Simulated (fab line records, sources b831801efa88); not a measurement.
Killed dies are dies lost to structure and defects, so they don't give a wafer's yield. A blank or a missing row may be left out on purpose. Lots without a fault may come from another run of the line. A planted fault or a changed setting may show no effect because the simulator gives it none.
fab line records | flow sky130
record lots=13 wafers=38 last_day=49
route steps=708 shown SONOS_ONO@173 POLY_GATE@224 PAD_OPEN@708
lots that met no fault: from a run of the same line without faults
start_h: hours from the record's first day to the start of the lot's first wafer shown | wait_h: hours since the lot's step before | " the same as in the row above | L1.1+2: a row that stands for several wafers | - no value, or no start given | * or withheld: withheld | < > ~ a bound
route shown NAME@n: a module of which the file shows steps, and the number in the route of the first | usual: mean/standard deviation of fault-free wafers | same: alike in all rows | chamber/n: place in a boat | sites: the reading at each site | _std_site: their standard deviation | _edge_site: outer sites' mean less inner sites' | radius_mm: how far each site lies from the wafer's centre | mask NAME#n: copy n | behind: the tool/chamber that last shaped the wafer | hold: why the lot was held/for how many hours/how that ended | device: the transistor (n, p or np) that didn't switch | end of line: the same wafers' tests at the end of the route | a step without rows: its recipe alone | killed: dies lost to structure and defects at the first sort, not the wafer's yield | map: a wafer's dies, x killed, . not, _ none there
set.NAME: the setting as run; set.NAME@STEP: as run at that earlier step | model.NAME: the simulator's own value behind a step, which no gauge read
steps of the route over a sample of lots; a table a step, a row a wafer
services: from which hour (start_h, from the record's first day; less than 0 if before it) a tool's chamber was out of use, for how many hours, and why
## steps
# step SKY_SONOS_ONO_THK_MEAS_05
# recipe reads=SiO2_of_SONOS_ONO_CVD_04
# usual SONOS_ONO_CVD_04_THK=5.72/0.1
# columns lot.wafer tool chamber start_h wait_h SONOS_ONO_CVD_04_THK[nm]
L539.2 film_metro-03 - 260.97 0.0 5.74
L539.4 " - " " 5.70
L539.5 " - " " 5.70
L540.1 film_metro-03 - 265.00 0.0 5.73
L540.2 " - " " 5.72
L540.6 " - " " 5.75
L541.1 film_metro-02 - 273.08 0.0 5.73
L541.3 " - " " 5.79
L541.5 " - " " 5.75
L544.1 film_metro-01 - 297.24 0.0 5.74
L544.3 " - " " 5.80
L544.5 " - " " 5.80
L545.1 film_metro-03 - 311.28 0.0 5.70
L545.4 " - " " 5.82
L545.6 " - " " 5.73
L547.1 film_metro-02 - 327.81 0.0 5.80
L547.2 " - " " 5.79
L547.5 " - " " 5.67
L548.2 film_metro-02 - 342.91 0.0 5.70
L548.4 " - " " 5.63
L548.6 " - " " 5.77
L549.2 film_metro-01 - 342.91 0.0 5.64
L549.4 " - " " 5.60
L549.6 " - " " 5.59
L551.1 film_metro-02 - 356.37 0.0 5.92
L551.4 " - " " 5.88
L551.6 " - " " 5.93
L552.1 film_metro-01 - 357.93 0.0 5.80
L552.5 " - " " 5.81
L552.6 " - " " 5.75
L556.3 film_metro-01 - 394.14 0.0 5.82
L556.6 " - " " 5.73
L557.4 film_metro-01 - 398.99 0.0 5.51
L557.5 " - " " 5.54
L557.6 " - " " 5.56
L558.3 film_metro-02 - 408.57 0.0 5.52
L558.4 " - " " 5.43
L558.6 " - " " 5.54
# step SKY_SONOS_ONO_ETCH_15
# recipe target_depth_nm=19.52 chemistry=CHF3/O2 source_w=600 bias_w=200 pressure_mtorr=40 chf3_flow_sccm=50 O2_flow_sccm=5 time_s=7.8
# usual drypump_motor_current_A=5.8/0.46 oes_product_au=0.995/0.013 throttle_valve_pct=8.823/0.01
# same time_s=7.8
# columns lot.wafer tool chamber start_h wait_h drypump_motor_current_A oes_product_au rf_hours_counter_h throttle_valve_pct
L539.2 rie_diel-04 1 285.12 0.0 6.1 0.996 101 8.825
L539.4 " 0 " " 6.2 0.999 19 8.829
L539.5 " 2 " " 5.6 0.990 - 8.826
L540.1 rie_diel-04 1 289.52 0.0 6.1 0.998 101 8.828
L540.2 " 0 " " 6.2 1.000 19 8.825
L540.6 " 2 " " 5.5 0.999 - 8.821
L541.1 rie_diel-04 2 298.04 0.0 5.6 0.989 5 8.843
L541.3 " 1 " " 6.1 0.989 101 8.830
L541.5 " 3 " " 4.7 0.962 - 8.816
L544.1 rie_diel-01 1 323.77 0.0 6.2 1.015 119 8.820
L544.3 " 0 " " 5.2 1.016 13 8.816
L544.5 " 3 " " 6.1 0.999 - 8.819
L545.1 rie_diel-01 1 337.74 0.0 6.2 1.007 119 8.824
L545.4 " 3 " " 6.1 0.990 7 8.834
L545.6 " 0 " " 5.2 1.015 - 8.844
L547.1 rie_diel-03 0 354.81 0.0 5.6 0.990 5 8.819
L547.2 " 1 " " 5.5 0.994 101 8.818
L547.5 " 3 " " 5.9 1.006 - 8.829
L548.2 rie_diel-03 2 370.89 0.0 6.3 0.992 1 8.838
L548.4 " 3 " " 5.9 0.993 - 8.802
L548.6 " 2 " " 6.3 0.996 - 8.827
L549.2 rie_diel-04 0 371.47 0.0 6.2 1.007 21 8.835
L549.4 " 2 " " 5.5 0.990 6 8.821
L549.6 " 3 " " 4.7 0.970 - 8.814
L551.1 rie_diel-03 2 385.29 0.0 6.3 0.986 1 8.826
L551.4 " 3 " " 5.9 0.986 44 8.821
L551.6 " 1 " " 5.6 0.989 - 8.815
L552.1 rie_diel-01 3 386.36 0.0 6.1 1.001 8 8.832
L552.5 " 1 " " 6.2 1.002 - 8.811
L552.6 " 2 " " 6.1 1.003 - 8.822
L556.3 rie_diel-01 1 423.61 0.0 6.1 1.003 1 8.837
L556.6 " 1 " " 6.2 1.009 - 8.803
L557.4 rie_diel-04 3 428.52 0.0 4.7 0.971 - 8.827
L557.5 " 2 " " 5.6 0.994 - 8.825
L557.6 " 0 " " 6.2 0.993 - 8.803
L558.3 rie_diel-01 3 437.54 0.0 6.1 1.006 9 8.834
L558.4 " 0 " " 5.2 1.005 15 8.840
L558.6 " 2 " " 6.1 1.006 - 8.820
# step SKY_POLY_GATE_EXPOSE_10
# recipe mask_id=P1M na=0.68 source_shape=conventional sigma_outer=0.6 target_cd_nm=150 dose_mj=28
# usual exposure_dose_mJ_cm2=28.000/0.027
# same na=0.68
# columns lot.wafer tool chamber start_h wait_h mask exposure_dose_mJ_cm2
L539.2 krf_scanner-01 0 360.75 - P1M#0 27.978
L539.4 " 0 " " P1M#0 28.044
L539.5 " 0 " " P1M#0 27.972
L540.1 krf_scanner-02 0 366.49 - P1M#0 28.029
L540.2 " 0 " " P1M#0 27.983
L540.6 " 0 " " P1M#0 27.983
L541.1 krf_scanner-01 0 377.29 - P1M#0 28.018
L541.3 " 0 " " P1M#0 28.025
L541.5 " 0 " " P1M#0 27.987
L544.1 krf_scanner-01 0 406.96 - P1M#0 28.003
L544.3 " 0 " " P1M#0 28.021
L544.5 " 0 " " P1M#0 28.043
L545.1 krf_scanner-02 0 420.49 - P1M#0 28.013
L545.4 " 0 " " P1M#0 27.995
L545.6 " 0 " " P1M#0 27.975
L547.1 krf_scanner-02 0 438.46 - P1M#0 29.877
L547.2 " 0 " " P1M#0 29.845
L547.5 " 0 " " P1M#0 29.866
L549.2 krf_scanner-02 0 454.73 - P1M#0 29.479
L549.4 " 0 " " P1M#0 29.492
L549.6 " 0 " " P1M#0 29.464
L548.2 krf_scanner-01 0 456.80 - P1M#0 28.001
L548.4 " 0 " " P1M#0 27.986
L548.6 " 0 " " P1M#0 27.948
L551.1 krf_scanner-02 0 469.24 - P1M#0 29.467
L551.4 " 0 " " P1M#0 29.500
L551.6 " 0 " " P1M#0 29.456
L552.1 krf_scanner-01 0 470.64 - P1M#0 27.995
L552.5 " 0 " " P1M#0 27.996
L552.6 " 0 " " P1M#0 28.028
L556.3 krf_scanner-01 0 507.44 - P1M#0 28.008
L556.6 " 0 " " P1M#0 28.016
L557.4 krf_scanner-01 0 517.07 - P1M#0 28.030
L557.5 " 0 " " P1M#0 27.997
L557.6 " 0 " " P1M#0 27.996
L558.3 krf_scanner-01 0 521.00 - P1M#0 27.983
L558.4 " 0 " " P1M#0 27.992
L558.6 " 0 " " P1M#0 28.053
# step SKY_POLY_GATE_CD_MEAS_13
# recipe target_cd_nm=150
# usual cd_nm=149.8/1.2
# columns lot.wafer tool chamber start_h wait_h cd_nm
L539.2 cd_sem-01 - 375.18 - 148.7
L539.4 " - " " 149.9
L539.5 " - " " 150.4
L540.1 cd_sem-02 - 380.06 - 150.9
L540.2 " - " " 149.5
L540.6 " - " " 149.5
L541.1 cd_sem-02 - 391.31 - 149.6
L541.3 " - " " 149.4
L541.5 " - " " 149.3
L544.1 cd_sem-01 - 420.86 - 149.8
L544.3 " - " " 150.1
L544.5 " - " " 150.7
L545.1 cd_sem-02 - 435.46 - 150.8
L545.4 " - " " 150.6
L545.6 " - " " 149.9
L547.1 cd_sem-01 - 453.46 - 139.3
L547.2 " - " " 138.5
L547.5 " - " " 139.3
L549.2 cd_sem-01 - 470.38 - 141.0
L549.4 " - " " 140.1
L549.6 " - " " 141.6
L548.2 cd_sem-01 - 472.37 - 149.7
L548.4 " - " " 151.4
L548.6 " - " " 150.4
L551.1 cd_sem-01 - 484.06 - 141.4
L551.4 " - " " 142.0
L551.6 " - " " 142.1
L552.1 cd_sem-02 - 485.60 - 150.4
L552.5 " - " " 149.7
L552.6 " - " " 150.7
L556.3 cd_sem-02 - 522.85 - 150.5
L556.6 " - " " 150.6
L557.4 cd_sem-01 - 532.57 - 150.2
L557.5 " - " " 149.7
L557.6 " - " " 148.1
L558.3 cd_sem-02 - 536.75 - 149.9
L558.4 " - " " 150.6
L558.6 " - " " 151.4
# step SKY_POLY_GATE_ETCH_17
# recipe target_depth_nm=180 stop_on=SiO2 over_etch_frac=0.56667 chemistry=HBr/Cl2 target=poly-Si icp_w=400 bias_w=100 pressure_mtorr=10 HBr_flow_sccm=150 Cl2_flow_sccm=50 time_s=70.5
# usual drypump_motor_current_A=5.9/0.49 oes_product_au=0.991/0.0074 throttle_valve_pct=33.685/0.009
# same time_s=70.5
# columns lot.wafer tool chamber start_h wait_h drypump_motor_current_A oes_product_au rf_hours_counter_h throttle_valve_pct
L539.2 rie_si-01 2 375.50 0.0 6.7 0.985 3 33.683
L539.4 " 1 " " 5.9 0.975 36 33.685
L539.5 " 3 " " 6.1 0.996 - 33.669
L540.1 rie_si-01 3 380.39 0.0 6.1 0.993 2 33.685
L540.2 " 1 " " 5.9 0.984 36 33.690
L540.6 " 0 " " 5.5 0.983 - 33.699
L541.1 rie_si-02 2 391.64 0.0 6.6 0.999 3 33.675
L541.3 " 1 " " 5.1 0.994 1 33.683
L541.5 " 3 " " 5.5 0.991 - 33.698
L544.1 rie_si-01 3 421.20 0.0 6.1 1.003 2 33.704
L544.3 " 1 " " 5.9 0.987 36 33.673
L544.5 " 3 " " 6.1 0.995 - 33.696
L545.1 rie_si-01 0 435.80 0.0 5.5 0.982 4 33.684
L545.4 " 3 " " 6.1 0.989 3 33.684
L545.6 " 0 " " 5.6 0.992 - 33.694
L547.1 rie_si-02 0 453.80 0.0 6.0 0.985 2 33.688
L547.2 " 3 " " 5.5 0.988 3 33.684
L547.5 " 3 " " 5.5 0.989 - 33.696
L549.2 rie_si-02 0 470.73 0.0 5.9 0.986 2 33.679
L549.4 " 1 " " 5.1 0.981 2 33.681
L549.6 " 1 " " 5.1 0.980 - 33.690
L548.2 rie_si-01 2 472.69 0.0 6.7 0.983 4 33.699
L548.4 " 1 " " 5.9 0.998 37 33.674
L548.6 " 2 " " 6.7 0.988 - 33.668
L551.1 rie_si-01 0 484.40 0.0 5.5 0.985 4 33.704
L551.4 " 3 " " 6.1 0.993 3 33.692
L551.6 " 0 " " 5.5 0.985 - 33.662
L552.1 rie_si-02 2 485.94 0.0 6.5 0.987 4 33.690
L552.5 " 2 " " 6.5 1.002 - 33.689
L552.6 " 3 " " 5.5 0.999 - 33.683
L556.3 rie_si-02 0 523.15 0.0 6.0 1.000 2 33.685
L556.6 " 0 " " 6.0 0.992 - 33.689
L557.4 rie_si-01 3 532.85 0.0 6.1 0.989 3 33.692
L557.5 " 3 " " 6.1 0.985 - 33.686
L557.6 " 2 " " 6.7 0.976 - 33.669
L558.3 rie_si-02 3 537.05 0.0 5.6 0.998 4 33.667
L558.4 " 0 " " 6.0 1.003 2 33.686
L558.6 " 1 " " 5.1 0.997 - 33.690
# step SKY_PAD_OPEN_PROBE_99
# usual killed_at_M0_to_M3=43/6.3 killed_at_M4_up=3.0/1.6 killed_at_contacts=25/5 killed_at_front_end=15/4.4 killed_at_other=0.3/0.8 killed_dies=85/8.7 killed_on_rim=17/3.7 killed_open=47/6.9 killed_short=38/6.3
# same gross_dies=492 killed_at_back_side=0
# columns lot.wafer tool chamber start_h wait_h killed_at_M0_to_M3 killed_at_M4_up killed_at_contacts killed_at_front_end killed_at_other killed_dies killed_on_rim killed_open killed_short
L547.1 prober-02 - 1135.88 0.1 43 1 26 19 0 89 21 43 46
L547.5 prober-02 - 1136.08 0.2 43 5 21 17 0 86 18 50 35
L549.4 prober-02 - 1142.96 0.2 35 2 24 24 3 88 19 55 29
L557.4 prober-01 - 1179.51 0.2 37 1 27 14 1 80 13 48 32
L557.5 prober-01 - 1179.56 0.2 38 3 34 11 0 86 14 49 37
L557.6 prober-01 - 1179.61 0.2 45 3 23 17 0 88 18 49 39
# killed by level:class
L547.1 CONTACT:geometric_particle:open=12 VIA1:geometric_particle:open=10 VIA3:geometric_particle:open=7 METAL2:geometric_particle:short=7 FIELD_ISO:geometric_particle:open=5 LOCAL_INTERCONNECT:geometric_particle:short=5 METAL1:geometric_particle:short=5 FIELD_ISO:geometric_particle:short=4
L547.5 VIA3:geometric_particle:open=8 VIA1:geometric_particle:open=7 POLY_GATE:geometric_particle:open=6 CONTACT:geometric_particle:open=6 VIA1:geometric_particle:short=5 LI_CONTACT:geometric_particle:open=5 VIA2:geometric_particle:open=5 FIELD_ISO:geometric_particle:open=4
L549.4 VIA3:geometric_particle:open=10 VIA1:geometric_particle:open=9 POLY_GATE:geometric_particle:open=7 LOCAL_INTERCONNECT:geometric_particle:short=7 CONTACT:geometric_particle:open=6 LI_CONTACT:geometric_particle:open=6 FIELD_ISO:geometric_particle:open=5 POLY_GATE:geometric_particle:short=5
L557.4 LI_CONTACT:geometric_particle:open=11 VIA1:geometric_particle:open=10 CONTACT:geometric_particle:short=6 VIA1:geometric_particle:short=6 VIA2:geometric_particle:open=5 CONTACT:geometric_particle:open=5 FIELD_ISO:geometric_particle:open=4 METAL1:geometric_particle:short=4
L557.5 CONTACT:geometric_particle:open=10 CONTACT:geometric_particle:short=10 VIA2:geometric_particle:open=7 VIA3:geometric_particle:open=7 LI_CONTACT:geometric_particle:open=6 VIA1:geometric_particle:open=6 POLY_GATE:geometric_particle:open=4 LOCAL_INTERCONNECT:geometric_particle:short=4
L557.6 VIA2:geometric_particle:open=12 LI_CONTACT:geometric_particle:open=7 CONTACT:geometric_particle:open=7 VIA3:geometric_particle:open=7 VIA1:geometric_particle:open=6 FIELD_ISO:geometric_particle:short=5 LOCAL_INTERCONNECT:geometric_particle:short=5 METAL1:geometric_particle:short=5
## services
# columns tool chamber start_h hours kind
krf_scanner-01 - 268.62 1.3 pm
rie_diel-04 2 311.79 3.7 repair
krf_scanner-02 - 315.24 2.3 repair
krf_scanner-02 - 323.60 0.9 repair
krf_scanner-01 - 326.94 0.8 pm
rie_si-01 2 331.77 0.9 repair
krf_scanner-02 - 332.12 9.6 repair
rie_si-01 - 336.98 2.8 pm
rie_si-01 3 339.84 2.2 repair
rie_si-02 0 344.22 75.2 repair
rie_si-02 - 344.88 0.2 repair
krf_scanner-02 - 361.46 0.8 pm
rie_diel-04 - 363.01 0.4 repair
krf_scanner-01 - 383.86 1.0 pm
krf_scanner-02 - 400.38 1.0 pm
rie_diel-04 - 418.32 0.6 repair
krf_scanner-02 - 429.11 1.3 pm
krf_scanner-01 - 444.52 1.3 pm
krf_scanner-02 - 448.80 4.4 pm
rie_si-01 3 452.62 1.0 repair
krf_scanner-01 - 473.83 1.4 repair
rie_si-02 1 481.78 1.9 repair
krf_scanner-01 - 495.74 0.8 pm
rie_si-01 2 534.15 8.8 repair
## key
first_sign step=SKY_POLY_GATE_EXPOSE_10 reading=exposure_dose_mJ_cm2 direction=up sigmas=60 usual=* struck=*
effect step=SKY_POLY_GATE_CD_MEAS_13 reading=cd_nm direction=down sigmas=7.8 usual=149.8 struck=140.6 through=control_loop
met_at SKY_POLY_GATE_EXPOSE_10
struck_lots L547,L549,L551
rows_end L551.1,L551.4,L551.6
tester_left_out L547,L549
loop_trim step=SKY_POLY_GATE_EXPOSE_10 setting=dose lots=L549,L551
not_acting_at SKY_SONOS_ONO_THK_MEAS_05,SKY_SONOS_ONO_ETCH_15,SKY_POLY_GATE_ETCH_17
onset_between 420.49 438.46
fault kind=process_parameter_drift tool=krf_scanner-02 chamber=- onset_h=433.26 steps=SKY_POLY_GATE_EXPOSE_10 channel=dose_mj offset=1.8524 shape=step acts_in=these_recipes_only stated=28
# tester_left_out: of these lots the tester's yield and bins aren't shown, on N5 and GAA mostly nor the transistor test; their killed dies are dies lost to structure and defects alone, not to doping, threshold or leakage, so they don't give the yield
# rows_end: these wafers met a further fault down the route, and their rows from its step on are left out
# loop_trim: a control loop set the setting to another value than it would have without faults
